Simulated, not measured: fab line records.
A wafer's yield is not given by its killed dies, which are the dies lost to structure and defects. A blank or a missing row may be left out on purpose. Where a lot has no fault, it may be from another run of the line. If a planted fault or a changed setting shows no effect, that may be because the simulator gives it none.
Problem report in the 8D (eight disciplines) form, filled by code / flow sky130 / the parts of the form that need people (team, actions taken, sign-off) are left out

## 1. THE ISSUE
Wafers free of any fault read 224.5 (standard deviation 2.7) for GATE_OXIDE_TW at SKY_GATE_OXIDE_TW_MEAS_14, against a mean of 30.1 on 9 wafers of 3 lots. Measured from the usual mean, that is -72 standard deviations.
The first sign was on wafer L520.1 at day 18 15:58, on film-metro-04. Wafers with a number at this step in the record: 45, from 15 lots. The rule behind "out" and "out of limits": a value lying over 4 standard deviations away from the usual mean. The other wafers with a number count as sound.

## 2. WHAT IT IS; WHAT IT IS NOT
question=which readings at this step | is=GATE_OXIDE_TW | is not=-
question=which lots | is=L520, L521, L522 | is not=L509, L511, L512, L513, L514, L517, L518, L519, L523, L527, L528, L529
question=which wafers of those lots | is=all that have a number | is not=-
question=read on which gauges | is=film-metro-02, film-metro-03, film-metro-04 | is not=-
question=when | is=from day 18 15:58 | is not=up to then (24 sound wafers); but 12 sound wafers of L523, L527, L528, L529 came after

## 3. WHAT RULES OUT EACH SUSPECT
Counting: a tool stays on the suspect list if, at a process step up to the reading, it processed all lots that are out and no sound lot following the first of them.
- the gauge at SKY_GATE_OXIDE_TW_MEAS_14: ruled out. 3 gauges (film-metro-02, film-metro-03, film-metro-04) read the wafers that are out.
- implanter-01 at SKY_GATE_OXIDE_IMPLANT_11: ruled out as a lasting fault. The sound lots L523, L527, L528, L529 went through it after L520, its earliest lot that is out (day 18 15:37).
Left after counting: nothing in the record.

## 4. THE CAUSE (what the simulator had put in)
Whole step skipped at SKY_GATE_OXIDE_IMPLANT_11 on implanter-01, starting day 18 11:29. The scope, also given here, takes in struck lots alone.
It was ruled out by counting, in error; the rule expects a fault to strike all lots run on its tool from its start on, and this fault did not.

## 5. SEQUENCE OF EFFECTS, ordered by route
One row per reading whose mean, taken over the struck wafers that have a number, lies over 3 standard deviations from the usual. Only readings whose record carries a usual standard deviation are examined. hours: median over the lots of the time between each lot's start at the first step of this table that gives one and its start at this step. sigmas: the change, counted in usual standard deviations.
hours=0; step=SKY_GATE_OXIDE_TW_MEAS_14; reading=GATE_OXIDE_TW; usual=224.5; on struck wafers=30.1; change=-194.4; sigmas=-72
Readings that are blank on the struck wafers while sound wafers have them: beam-energy-keV at SKY_GATE_OXIDE_IMPLANT_11; beam-on-s at SKY_GATE_OXIDE_IMPLANT_11.

## 6. WHAT WOULD HAVE CAUGHT IT SOONER
The first out-of-limits reading at a measuring or inspecting step in this record came at day 18 15:58, 4 hours after the fault's start at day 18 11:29.
At SKY_GATE_OXIDE_IMPLANT_11 the tool's readings are blank on the struck wafers, where sound wafers have them: an empty tool record is the first sign, and it was there at once.
